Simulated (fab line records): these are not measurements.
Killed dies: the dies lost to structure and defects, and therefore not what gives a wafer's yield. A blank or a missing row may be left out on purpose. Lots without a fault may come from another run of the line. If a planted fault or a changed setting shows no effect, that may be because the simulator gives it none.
What tool caused it? | flow sky130 | 12 lots with 36 wafers sampled at 2 steps, on a route of 708 steps

## WHAT EACH GAUGE READ, for each wafer
SKY_VIA1_OVL_MEAS_13.
lot  | measured     | on         | VIA1_OVL (nm)
L075 | day 33 23:01 | overlay-02 | 6 -4 -2
L077 | day 35 07:04 | overlay-01 | 0 -3 5
L078 | day 35 23:19 | overlay-02 | 6 -6 -6
L081 | day 36 16:17 | overlay-02 | -1 0 -2
L083 | day 36 16:45 | overlay-01 | -5 -7 0
L085 | day 37 15:45 | overlay-01 | -11 -9 2
L087 | day 38 11:49 | overlay-01 | -10 0 -5
L089 | day 38 19:44 | overlay-02 | -15 -6 -10
L092 | day 39 23:04 | overlay-01 | 5 -3 1
L093 | day 40 04:55 | overlay-02 | 5 -3 0
L095 | day 40 15:51 | overlay-02 | -8 9 -6
L097 | day 40 23:16 | overlay-02 | 7 7 7

## WHICH TOOL RAN EACH LOT (tool, then ch and the chambers of the sampled wafers, then the start)
lot  | SKY_LI_CONTACT_STRIP_16
L075 | plasmaAsher-02 ch 0,1, day 29 02:47
L077 | plasmaAsher-03 ch 0,1, day 30 12:07
L078 | plasmaAsher-03 ch 0,1, day 31 05:19
L081 | plasmaAsher-01 ch 0,1, day 31 21:51
L083 | plasmaAsher-02 ch 0,1, day 31 23:56
L085 | plasmaAsher-03 ch 0,1, day 32 23:31
L087 | plasmaAsher-03 ch 0,1, day 33 21:20
L089 | plasmaAsher-01 ch 0,1, day 34 05:30
L092 | plasmaAsher-02 ch 0,1, day 35 11:04
L093 | plasmaAsher-01 ch 0,1, day 35 16:17
L095 | plasmaAsher-01 ch 0,1, day 36 04:10
L097 | plasmaAsher-01 ch 0,1, day 36 12:22
- SKY_LI_CONTACT_STRIP_16: strips in O2/N2.

## THE ANSWER, worked out from the rows above alone
Rule: what is usual is taken from the lots themselves. The widest of any qualifying gaps counts: lots, ordered by their means at a reading, are off when they make up no more than a third of the lots, leave a main group of 4 or more, and stand apart from it by 3 or more times the standard deviation of that group's means. If all means in a main group match to the digits the tables above print for the reading, that group is not used. A lot without any number at a reading at which 4 lots or more have one is off too. All remaining lots with rows at the step are treated as sound.
Across all readings shown, no lot is off: no conclusion can be drawn from this.

## WHAT THE SIMULATOR HAD PUT IN
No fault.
